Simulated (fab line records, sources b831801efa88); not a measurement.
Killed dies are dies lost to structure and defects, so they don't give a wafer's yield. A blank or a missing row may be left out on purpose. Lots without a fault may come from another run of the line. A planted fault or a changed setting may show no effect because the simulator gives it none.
Which tool did it? | flow sky130 | 10 lots, 30 wafers sampled, at 3 steps of a route of 708

WHAT THE GAUGES READ, wafer by wafer
SKY_SPACER_THK_MEAS_01.
lot  | measured     | on            | SPACER_CVD_00_THK (nm)
L610 | day 23 08:55 | film_metro-03 | 43.0 42.9 43.2
L611 | day 23 11:28 | film_metro-01 | 42.4 42.5 42.5
L612 | day 23 22:37 | film_metro-03 | 43.2 43.2 43.0
L613 | day 23 23:50 | film_metro-02 | 43.2 43.7 43.4
L617 | day 25 10:25 | film_metro-01 | 43.1 43.3 42.9
L619 | day 26 05:09 | film_metro-02 | 42.9 43.2 43.3
L622 | day 27 22:11 | film_metro-03 | 43.3 43.2 43.1
L623 | day 27 18:32 | film_metro-03 | 43.9 43.6 43.7
L627 | day 29 07:05 | film_metro-02 | 45.9 45.4 44.4 46.0 45.3 44.4
L629 | day 29 10:28 | film_metro-02 | 46.7 47.2 47.3 46.7 47.2 47.3

WHICH TOOL RAN EACH LOT (tool, then ch and the chambers of the sampled wafers, then the start)
lot  | SKY_VT_ADJUST_LVTN_STRIP_09          | SKY_SPACER_CVD_00
L610 | plasma_asher-04 ch 0,1, day 6 23:44  | lpcvd-02 ch 1, day 23 07:41
L611 | plasma_asher-01 ch 0,1, day 7 02:48  | lpcvd-02 ch 1, day 23 10:15
L612 | plasma_asher-01 ch 0,1, day 7 10:36  | lpcvd-02 ch 1, day 23 21:25
L613 | plasma_asher-01 ch 0,1, day 7 13:27  | lpcvd-02 ch 0, day 23 22:37
L617 | plasma_asher-02 ch 0,1, day 8 19:45  | lpcvd-02 ch 1, day 25 08:36
L619 | plasma_asher-02 ch 0,1, day 9 07:20  | lpcvd-02 ch 0, day 26 03:55
L622 | plasma_asher-01 ch 0,1, day 10 02:50 | lpcvd-02 ch 0, day 27 20:20
L623 | plasma_asher-01 ch 0,1, day 10 10:18 | lpcvd-02 ch 0, day 27 17:20
L627 | plasma_asher-04 ch 0,1, day 11 10:51 | lpcvd-02 ch 0, day 29 04:22
L629 | plasma_asher-04 ch 0,1, day 11 23:30 | lpcvd-02 ch 0, day 29 08:39
- SKY_VT_ADJUST_LVTN_STRIP_09: strips in O2/N2.
- SKY_SPACER_CVD_00: deposits Si3N4 from DCS/NH3, target thk 43.1 nm, time 740 s.

THE ANSWER, worked out from the rows above alone
Rule: what is usual is taken from the lots themselves. Put in order of their means at a reading, lots are off if they are a third of the lots or fewer, leave a main group of 4 or more, and stand apart from it by a gap of 3 or more times the standard deviation of the main group's means; of several such gaps the widest counts. A main group whose means are all the same, to the digits that the tables above print for the reading, isn't used. A lot without any number at a reading at which 4 lots or more have one is off too. The other lots that the step has rows for count as sound.
Off: L627, L629, at SKY_SPACER_THK_MEAS_01 (SPACER_CVD_00_THK). The main group: mean 43.2 nm, standard deviation 0.34.
A tool fits if, at a process step before that reading, it ran every lot that is off, and no sound lot after the first of them. The gauges at SKY_SPACER_THK_MEAS_01 are tried like those tools. Can't be told from this: 3 tools fit, plasma_asher-04 at SKY_VT_ADJUST_LVTN_STRIP_09, lpcvd-02 at SKY_SPACER_CVD_00, film_metro-02 at SKY_SPACER_THK_MEAS_01.

WHAT THE SIMULATOR HAD PUT IN
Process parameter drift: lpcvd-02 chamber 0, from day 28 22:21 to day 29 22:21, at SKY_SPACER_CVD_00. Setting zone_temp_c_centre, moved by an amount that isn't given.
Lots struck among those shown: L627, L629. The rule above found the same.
